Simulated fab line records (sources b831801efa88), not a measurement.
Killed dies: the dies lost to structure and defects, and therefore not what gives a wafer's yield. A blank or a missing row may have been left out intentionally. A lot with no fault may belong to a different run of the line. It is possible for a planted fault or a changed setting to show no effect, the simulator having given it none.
fab line records ; flow sky130
record lots=15; wafers=43; lastDay=50
route steps=708 shown NWELL@81 VT_ADJUST_HVTP@96 VT_ADJUST_LVTN@115 GATE_OXIDE@198
lots that met no fault: taken from a fault-free run of the same line
startH: start of the lot's first displayed wafer, in hours after the record's first day ; waitH: hours elapsed since this lot's preceding step ; " the same as in the row above ; L1.1+2: one row covering several wafers at once ; - no value, or no start was given ; * or withheld: withheld ; < > ~ a bound
route shown NAME@n: NAME is a module with steps in the file, n the number in the route of the first one ; usual: mean/standard deviation of fault-free wafers ; same: alike in all rows ; chamber/n: place in a boat ; sites: each site's reading ; _std_site: the values' standard deviation ; _edge_site: the outer-site mean with the inner-site mean subtracted ; radiusMm: for every site, how far away it sits from the centre of the wafer ; mask NAME#n: copy n ; behind: the tool/chamber that last shaped the wafer ; hold: cause of the lot's hold/its duration in hours/its outcome ; device: transistor that didn't switch, given as n, p or np ; end of line: at the end of the route, the tests of the same wafers ; for a step that has no rows: nothing shown but its recipe ; killed: dies lost to structure and defects at the first sort, not the wafer's yield ; map: a wafer's dies, x killed, . not, _ none there
set.NAME: setting as actually run; set.NAME@STEP: the setting as run at that earlier step ; model.NAME: the simulator's own value behind a step, which no gauge read
one table for each step of the route and one row for each wafer, over a sample of lots
services: the hour from which a tool's chamber was out of use, counted from the record's first day as startH (under 0 if before that day), plus the number of hours and why
## steps
# step SKY_NWELL_RTA_28
# recipe tempC=1050; timeS=30; idleTempC=650; rampUpCPerS=150; rampDownCPerS=90; ambient=N2
# usual lampPowerPct=25.31/0.055; wafer_temp_C_max=1054.8/1
lot.wafer;tool;chamber;startH;waitH;lampPowerPct;wafer_temp_C_max
L893.3;rtpAnneal-02;0;109.45;0.0;25.31;1056.1
L893.5;rtpAnneal-02;0;109.45;0.0;25.28;1055.0
L893.6;rtpAnneal-02;0;109.45;0.0;25.30;1053.6
L894.1;rtpAnneal-01;0;116.61;0.0;25.37;1054.0
L894.2;rtpAnneal-01;0;116.61;0.0;25.34;1054.1
L894.4;rtpAnneal-01;0;116.61;0.0;25.38;1054.2
L895.1;rtpAnneal-01;0;122.46;0.0;25.22;1056.4
L895.4;rtpAnneal-01;0;122.46;0.0;25.40;1053.2
L895.5;rtpAnneal-01;0;122.46;0.0;25.31;1055.2
L896.1;rtpAnneal-01;0;129.91;0.0;25.27;1054.3
L896.2;rtpAnneal-01;0;129.91;0.0;25.30;1054.7
L896.6;rtpAnneal-01;0;129.91;0.0;25.33;1054.3
L897.1;rtpAnneal-02;0;134.51;0.0;25.27;1052.8
L897.3;rtpAnneal-02;0;134.51;0.0;25.35;1053.7
L897.4;rtpAnneal-02;0;134.51;0.0;25.18;1055.6
L899.1;rtpAnneal-01;0;147.01;0.0;25.26;1054.2
L899.3;rtpAnneal-01;0;147.01;0.0;25.33;1054.7
L899.5;rtpAnneal-01;0;147.01;0.0;25.17;1054.6
L900.1;rtpAnneal-02;0;152.46;0.0;25.23;1055.8
L900.4;rtpAnneal-02;0;152.46;0.0;25.23;1055.9
L900.5;rtpAnneal-02;0;152.46;0.0;25.31;1054.9
L902.2;rtpAnneal-01;0;165.13;0.0;25.28;1054.2
L902.3;rtpAnneal-01;0;165.13;0.0;25.44;1054.4
L902.4;rtpAnneal-01;0;165.13;0.0;25.30;1055.8
L903.1;rtpAnneal-02;0;169.61;0.0;25.36;1054.3
L903.2;rtpAnneal-02;0;169.61;0.0;25.33;1053.6
L903.4;rtpAnneal-02;0;169.61;0.0;25.29;1053.9
L904.2;rtpAnneal-01;0;175.64;0.0;25.30;1054.7
L904.3;rtpAnneal-01;0;175.64;0.0;25.34;1053.6
L904.5;rtpAnneal-01;0;175.64;0.0;25.27;1053.7
L905.1;rtpAnneal-01;0;181.76;0.0;25.34;1056.5
L905.2;rtpAnneal-01;0;181.76;0.0;25.34;1054.5
L905.3;rtpAnneal-01;0;181.76;0.0;25.31;1054.3
L906.1;rtpAnneal-01;0;190.46;0.0;25.38;1053.6
L906.3;rtpAnneal-01;0;190.46;0.0;25.34;1054.6
L906.4;rtpAnneal-01;0;190.46;0.0;25.34;1053.8
L913.3;rtpAnneal-01;0;228.15;0.0;25.27;1054.8
L913.5;rtpAnneal-01;0;228.15;0.0;25.34;1056.9
L914.3;rtpAnneal-01;0;235.15;0.0;25.36;1054.6
L914.5;rtpAnneal-01;0;235.15;0.0;25.32;1054.9
L915.2;rtpAnneal-02;0;243.20;0.0;25.28;1054.5
L915.3;rtpAnneal-02;0;243.20;0.0;25.37;1054.4
L915.6;rtpAnneal-02;0;243.20;0.0;25.27;1055.2
# step SKY_VT_ADJUST_HVTP_TW_MEAS_11
# usual VT_ADJUST_HVTP_TW=1353/8.7
lot.wafer;tool;chamber;startH;waitH;VT_ADJUST_HVTP_TW
L893.3;filmMetro-02;-;128.66;0.1;1364
L893.5;filmMetro-02;-;128.66;0.1;1356
L893.6;filmMetro-02;-;128.66;0.1;1360
L894.1;filmMetro-04;-;135.94;0.1;1349
L894.2;filmMetro-04;-;135.94;0.1;1348
L894.4;filmMetro-04;-;135.94;0.1;1345
L895.1;filmMetro-03;-;142.44;0.1;1349
L895.4;filmMetro-03;-;142.44;0.1;1346
L895.5;filmMetro-03;-;142.44;0.1;1342
L896.1;filmMetro-03;-;149.87;0.1;1360
L896.2;filmMetro-03;-;149.87;0.1;1359
L896.6;filmMetro-03;-;149.87;0.1;1369
L897.1;filmMetro-04;-;155.42;0.1;1340
L897.3;filmMetro-04;-;155.42;0.1;1344
L897.4;filmMetro-04;-;155.42;0.1;1336
L899.1;filmMetro-02;-;167.87;0.1;1355
L899.3;filmMetro-02;-;167.87;0.1;1341
L899.5;filmMetro-02;-;167.87;0.1;1348
L900.1;filmMetro-02;-;172.52;0.1;1361
L900.4;filmMetro-02;-;172.52;0.1;1366
L900.5;filmMetro-02;-;172.52;0.1;1366
L902.2;filmMetro-03;-;186.30;0.1;1360
L902.3;filmMetro-03;-;186.30;0.1;1369
L902.4;filmMetro-03;-;186.30;0.1;1365
L903.1;filmMetro-03;-;191.57;0.1;1361
L903.2;filmMetro-03;-;191.57;0.1;1368
L903.4;filmMetro-03;-;191.57;0.1;1362
L904.2;filmMetro-03;-;197.75;0.1;1352
L904.3;filmMetro-03;-;197.75;0.1;1350
L904.5;filmMetro-03;-;197.75;0.1;1354
L905.1;filmMetro-02;-;204.22;0.1;1352
L905.2;filmMetro-02;-;204.22;0.1;1357
L905.3;filmMetro-02;-;204.22;0.1;1353
L906.1;filmMetro-02;-;212.34;0.1;1364
L906.3;filmMetro-02;-;212.34;0.1;1348
L906.4;filmMetro-02;-;212.34;0.1;1352
L913.3;filmMetro-03;-;250.49;0.1;1351
L913.5;filmMetro-03;-;250.49;0.1;1354
L914.3;filmMetro-03;-;258.91;0.1;1345
L914.5;filmMetro-03;-;258.91;0.1;1348
L915.2;filmMetro-04;-;267.08;0.1;1344
L915.3;filmMetro-04;-;267.08;0.1;1346
L915.6;filmMetro-04;-;267.08;0.1;1345
# step SKY_VT_ADJUST_LVTN_OVL_MEAS_18
# usual VT_ADJUST_LVTN_01_OVL=0.0/1.2
lot.wafer;tool;chamber;startH;waitH;VT_ADJUST_LVTN_01_OVL[nm]
L893.3;overlay-02;-;168.22;0.1;-1.0
L893.5;overlay-02;-;168.22;0.1;-1.5
L893.6;overlay-02;-;168.22;0.1;-1.6
L894.1;overlay-01;-;175.49;0.1;2.2
L894.2;overlay-01;-;175.49;0.1;1.4
L894.4;overlay-01;-;175.49;0.1;2.2
L895.1;overlay-02;-;181.94;0.1;-0.3
L895.4;overlay-02;-;181.94;0.1;-0.4
L895.5;overlay-02;-;181.94;0.1;-1.7
L896.1;overlay-02;-;189.59;0.1;0.7
L896.2;overlay-02;-;189.59;0.1;0.8
L896.6;overlay-02;-;189.59;0.1;2.9
L897.1;overlay-01;-;195.59;0.1;1.5
L897.3;overlay-01;-;195.59;0.1;1.6
L897.4;overlay-01;-;195.59;0.1;0.4
L899.1;overlay-01;-;209.12;0.1;0.7
L899.3;overlay-01;-;209.12;0.1;0.3
L899.5;overlay-01;-;209.12;0.1;1.5
L900.1;overlay-01;-;214.62;0.1;0.9
L900.4;overlay-01;-;214.62;0.1;0.8
L900.5;overlay-01;-;214.62;0.1;1.1
L902.2;overlay-02;-;229.74;0.1;0.8
L902.3;overlay-02;-;229.74;0.1;-0.5
L902.4;overlay-02;-;229.74;0.1;-0.7
L903.1;overlay-02;-;234.77;0.1;0.3
L903.2;overlay-02;-;234.77;0.1;-0.3
L903.4;overlay-02;-;234.77;0.1;-0.1
L904.2;overlay-02;-;240.33;0.1;-1.6
L904.3;overlay-02;-;240.33;0.1;0.2
L904.5;overlay-02;-;240.33;0.1;-3.3
L905.1;overlay-01;-;247.72;0.1;-1.4
L905.2;overlay-01;-;247.72;0.1;-1.2
L905.3;overlay-01;-;247.72;0.1;-1.8
L906.1;overlay-02;-;256.24;0.1;3.5
L906.3;overlay-02;-;256.24;0.1;0.3
L906.4;overlay-02;-;256.24;0.1;1.0
L913.3;overlay-02;-;298.90;0.1;0.5
L913.5;overlay-02;-;298.90;0.1;1.8
L914.3;overlay-02;-;309.49;0.1;1.3
L914.5;overlay-02;-;309.49;0.1;-0.6
L915.2;overlay-02;-;318.09;0.1;-1.0
L915.3;overlay-02;-;318.09;0.1;0.5
L915.6;overlay-02;-;318.09;0.1;-1.3
# step SKY_GATE_OXIDE_IMPLANT_11
# recipe species=B; energyKev=10; doseCm2=2.6e+12; tiltDeg=withheld
lot.wafer;tool;chamber;startH;waitH
L893.3+5+6;implanter-03;0;315.10;0.1
L894.1+2+4;implanter-02;0;323.26;0.0
L895.1+4+5;implanter-02;0;328.40;0.0
L896.1+2+6;implanter-02;0;340.75;0.0
L897.1+3+4;implanter-02;0;349.60;0.0
L899.1+3+5;implanter-02;0;362.86;0.0
L900.1+4+5;implanter-03;0;371.51;0.0
L902.2+3+4;implanter-02;0;390.63;0.0
L903.1+2+4;implanter-04;0;401.11;0.0
L904.2+3+5;implanter-02;0;406.78;0.0
L905.1+2+3;implanter-03;0;419.75;0.0
L906.1+3+4;implanter-02;0;430.71;0.0
L913.3+5;implanter-02;0;484.75;0.1
L914.3+5;implanter-02;0;493.46;0.1
L915.2+3+6;implanter-02;0;502.37;0.0
# step SKY_GATE_OXIDE_TW_MEAS_14
# usual GATE_OXIDE_TW=224.1/1.3
lot.wafer;tool;chamber;startH;waitH;GATE_OXIDE_TW
L893.3;filmMetro-03;-;315.44;0.1;223.2
L893.5;filmMetro-03;-;315.44;0.1;224.4
L893.6;filmMetro-03;-;315.44;0.1;225.1
L894.1;filmMetro-01;-;323.62;0.1;224.4
L894.2;filmMetro-01;-;323.62;0.1;225.2
L894.4;filmMetro-01;-;323.62;0.1;224.3
L895.1;filmMetro-03;-;328.76;0.1;223.8
L895.4;filmMetro-03;-;328.76;0.1;224.5
L895.5;filmMetro-03;-;328.76;0.1;223.7
L896.1;filmMetro-03;-;341.12;0.1;223.9
L896.2;filmMetro-03;-;341.12;0.1;223.3
L896.6;filmMetro-03;-;341.12;0.1;223.8
L897.1;filmMetro-03;-;349.96;0.1;222.4
L897.3;filmMetro-03;-;349.96;0.1;224.1
L897.4;filmMetro-03;-;349.96;0.1;224.1
L899.1;filmMetro-01;-;363.21;0.1;224.8
L899.3;filmMetro-01;-;363.21;0.1;224.8
L899.5;filmMetro-01;-;363.21;0.1;224.6
L900.1;filmMetro-01;-;371.86;0.1;224.6
L900.4;filmMetro-01;-;371.86;0.1;226.1
L900.5;filmMetro-01;-;371.86;0.1;225.2
L902.2;filmMetro-04;-;390.96;0.1;223.0
L902.3;filmMetro-04;-;390.96;0.1;223.3
L902.4;filmMetro-04;-;390.96;0.1;222.3
L903.1;filmMetro-04;-;401.46;0.1;223.1
L903.2;filmMetro-04;-;401.46;0.1;222.6
L903.4;filmMetro-04;-;401.46;0.1;222.8
L904.2;filmMetro-01;-;407.12;0.1;225.1
L904.3;filmMetro-01;-;407.12;0.1;224.3
L904.5;filmMetro-01;-;407.12;0.1;225.9
L905.1;filmMetro-04;-;420.11;0.1;223.2
L905.2;filmMetro-04;-;420.11;0.1;222.2
L905.3;filmMetro-04;-;420.11;0.1;222.2
L906.1;filmMetro-03;-;431.07;0.1;225.7
L906.3;filmMetro-03;-;431.07;0.1;223.9
L906.4;filmMetro-03;-;431.07;0.1;225.9
L913.3;filmMetro-01;-;485.08;0.1;223.2
L913.5;filmMetro-01;-;485.08;0.1;217.9
L914.3;filmMetro-04;-;493.83;0.1;223.1
L914.5;filmMetro-04;-;493.83;0.1;215.0
L915.2;filmMetro-01;-;502.71;0.1;224.9
L915.3;filmMetro-01;-;502.71;0.1;225.9
L915.6;filmMetro-01;-;502.71;0.1;218.0
## services
tool;chamber;startH;hours;kind
implanter-04;-;136.85;2.7;repair
implanter-03;-;164.70;2.1;pm
implanter-04;-;182.87;1.3;repair
implanter-04;-;200.21;3.0;pm
implanter-02;-;253.37;0.8;repair
implanter-04;-;262.54;4.4;repair
rtpAnneal-02;-;271.22;1.6;pm
implanter-02;-;278.65;0.7;repair
implanter-04;-;290.74;10.5;repair
implanter-03;-;309.79;2.0;repair
implanter-03;-;332.90;3.3;pm
implanter-02;-;376.86;2.0;pm
implanter-03;-;383.01;1.2;repair
implanter-03;-;388.48;3.2;pm
implanter-02;-;403.15;2.8;repair
implanter-02;-;404.96;1.2;repair
implanter-04;-;429.36;5.8;repair
implanter-04;-;488.80;3.0;repair
implanter-04;-;491.83;3.5;pm
## key
firstSign step=SKY_GATE_OXIDE_TW_MEAS_14; reading=GATE_OXIDE_TW; direction=down; sigmas=5.5; usual=224.1; struck=217.0
effect none on later readings
metAt SKY_GATE_OXIDE_IMPLANT_11
struckLots L913,L914,L915
struckWafers L913.5,L914.5,L915.6
sortLeftOut L913.5,L914.5
testerLeftOut L913,L914,L915
notActingAt SKY_NWELL_RTA_28,SKY_VT_ADJUST_HVTP_TW_MEAS_11,SKY_VT_ADJUST_LVTN_OVL_MEAS_18
onsetBetween 430.71 484.75
fault kind=processParameterDrift; tool=implanter-02; chamber=-; onsetH=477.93; steps=SKY_GATE_OXIDE_IMPLANT_11; channel=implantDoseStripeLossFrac; offset=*; shape=step; endH=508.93; scope=struckWafersOnly
# testerLeftOut: of these lots the tester's yield and bins aren't shown, on N5 and GAA mostly nor the transistor test; their killed dies are dies lost to structure and defects alone, not to doping, threshold or leakage, so they don't give the yield
# sortLeftOut: the simulated sort isn't trusted on such a fault, so these wafers' sort isn't shown, and their yield isn't known
